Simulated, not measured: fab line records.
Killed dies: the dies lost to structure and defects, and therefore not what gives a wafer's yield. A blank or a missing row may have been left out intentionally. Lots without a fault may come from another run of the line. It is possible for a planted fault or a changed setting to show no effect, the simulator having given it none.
2 desks looking at one fault || flow sky130 || numbers are kept per desk, each desk with only its own; the story behind them comes last

## FOR THE TOOL OWNER'S DESK: rieDiel-04
The tool's own readings at SKY_PASSIVATION_ETCH_11 (etches the open film in CF4/O2, stops on AlCu, target depth 725 nm, time 161.1 s): means of the sampled wafers that have a number, for each lot that ran on this tool. If a lot's mean is further than 4 standard deviations from the usual mean, the lot is out of limits and carries the mark OUT (the distance appears in the brackets).
Columns: A = drypumpMotorCurrentA at SKY_PASSIVATION_ETCH_11, usual 5.7 A; B = oesProductAu at SKY_PASSIVATION_ETCH_11, usual 0.980 a.u.; C = throttleValvePct at SKY_PASSIVATION_ETCH_11, usual 5.965 %
{"lot": "L264", "first seen here": "day 44 16:59", "A": 6.0, "B": 0.982, "C": 5.970}
{"lot": "L265", "first seen here": "day 44 22:03", "A": 6.0, "B": 0.986, "C": 5.968}
{"lot": "L270", "first seen here": "day 46 20:06", "A": 6.0, "B": 0.989, "C": 5.969}
{"lot": "L278", "first seen here": "day 48 01:30", "A": 6.0, "B": "0.929 (-7.2) OUT", "C": 5.939}
Finding of this desk: L278 out of limits; the first was L278 at day 48 01:30, on oesProductAu at SKY_PASSIVATION_ETCH_11. In limits: L264, L265, L270.

## THE METROLOGY DESK
Means of the sampled wafers that have a number, per lot and without regard to the tool the lot ran on: this is what the gauges read. If a lot's mean is further than 4 standard deviations from the usual mean, the lot is out of limits and carries the mark OUT (the distance appears in the brackets).
Columns: A = PAD_OPEN_BOW at SKY_PAD_OPEN_BOW_MEAS_13, usual 49 um
{"lot": "L264", "first seen here": "day 45 16:28", "A": 48}
{"lot": "L265", "first seen here": "day 45 21:49", "A": 57}
{"lot": "L266", "first seen here": "day 46 13:09", "A": 34}
{"lot": "L267", "first seen here": "day 46 14:46", "A": 51}
{"lot": "L268", "first seen here": "day 47 14:46", "A": 43}
{"lot": "L270", "first seen here": "day 47 18:53", "A": 55}
{"lot": "L269", "first seen here": "day 47 20:02", "A": 44}
{"lot": "L276", "first seen here": "day 48 16:29", "A": 50}
{"lot": "L278", "first seen here": "day 48 22:38", "A": 50}
{"lot": "L282", "first seen here": "day 49 22:28", "A": 32}
{"lot": "L284", "first seen here": "day 50 05:19", "A": 53}
{"lot": "L285", "first seen here": "day 50 08:16", "A": 58}
{"lot": "L286", "first seen here": "day 50 12:41", "A": 59}
This desk found nothing out of limits on any of the 13 lots.

## TAKEN TOGETHER
At day 48 01:30, on L278, the tool owner's desk was in a position to raise an alarm.
Metrology desk: nothing out of limits seen.
The metrology desk has L278 on record, within its limits.
Of the lots named, all ran SKY_PASSIVATION_ETCH_11 on rieDiel-04.

## WHAT THE SIMULATOR HAD INSERTED
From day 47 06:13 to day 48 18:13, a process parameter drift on rieDiel-04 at SKY_PASSIVATION_ETCH_11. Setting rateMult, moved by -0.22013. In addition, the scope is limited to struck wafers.
Shown lots that were struck: L278.
Delay in hours, fault start to first out-of-limits reading, by desk: the tool owner's desk at 19.
